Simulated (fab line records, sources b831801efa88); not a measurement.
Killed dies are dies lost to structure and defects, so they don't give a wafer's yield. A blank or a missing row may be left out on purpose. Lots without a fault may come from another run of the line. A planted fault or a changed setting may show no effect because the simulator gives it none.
One fault seen from 2 desks | flow sky130 | each desk has only its own numbers; what lay behind them comes last

THE METROLOGY DESK
What the gauges read, lot by lot, whatever tool the lot ran on: means of the sampled wafers that have a number. A lot is out of limits, marked OUT, if its mean lies more than 4 standard deviations from the usual mean; the brackets give that distance.
Columns: A = VIA4_W_THK at SKY_VIA4_THK_MEAS_20, usual 522 nm
lot  | first seen here | A
L192 | day 43 12:06    | 519
L193 | day 44 01:23    | 524
L195 | day 44 15:59    | 522
L196 | day 44 22:37    | 508
L198 | day 44 23:09    | 523
L199 | day 45 09:55    | 520
L206 | day 47 01:13    | 523
L209 | day 47 22:32    | 525
L210 | day 47 23:15    | 516
L212 | day 48 10:37    | 521
L213 | day 48 15:25    | 520
L214 | day 48 16:06    | 524
This desk's finding: nothing out of limits on any of the 12 lots.

THE TOOL OWNER'S DESK: rie_metal-02
The tool's own readings at SKY_CAP2M_METAL_ETCH_13 (etches TiN in Cl2/BCl3, stops on SiO2, target depth 220 nm, time 62.9 s): means of the sampled wafers that have a number, for each lot that ran on this tool. A lot is out of limits, marked OUT, if its mean lies more than 4 standard deviations from the usual mean; the brackets give that distance.
Columns: A = bias_w at SKY_CAP2M_METAL_ETCH_13, usual 48.50 W; B = drypump_motor_current_A at SKY_CAP2M_METAL_ETCH_13, usual 5.6 A; C = oes_product_au at SKY_CAP2M_METAL_ETCH_13, usual 0.944 a.u.; D = throttle_valve_pct at SKY_CAP2M_METAL_ETCH_13, usual 21.899 %
lot  | first seen here | A     | B   | C     | D
L195 | day 42 15:07    | 48.54 | 5.9 | 0.951 | 21.895
L198 | day 42 22:31    | 48.54 | 5.6 | 0.947 | 21.895
L206 | day 45 04:18    | 48.52 | 5.9 | 0.954 | 21.895
L210 | day 46 03:59    | 48.50 | 5.2 | 0.937 | 21.908
This desk's finding: nothing out of limits on any of the 4 lots.

PUT TOGETHER
The metrology desk saw nothing out of limits.
The tool owner's desk saw nothing out of limits.

WHAT THE SIMULATOR HAD PUT IN
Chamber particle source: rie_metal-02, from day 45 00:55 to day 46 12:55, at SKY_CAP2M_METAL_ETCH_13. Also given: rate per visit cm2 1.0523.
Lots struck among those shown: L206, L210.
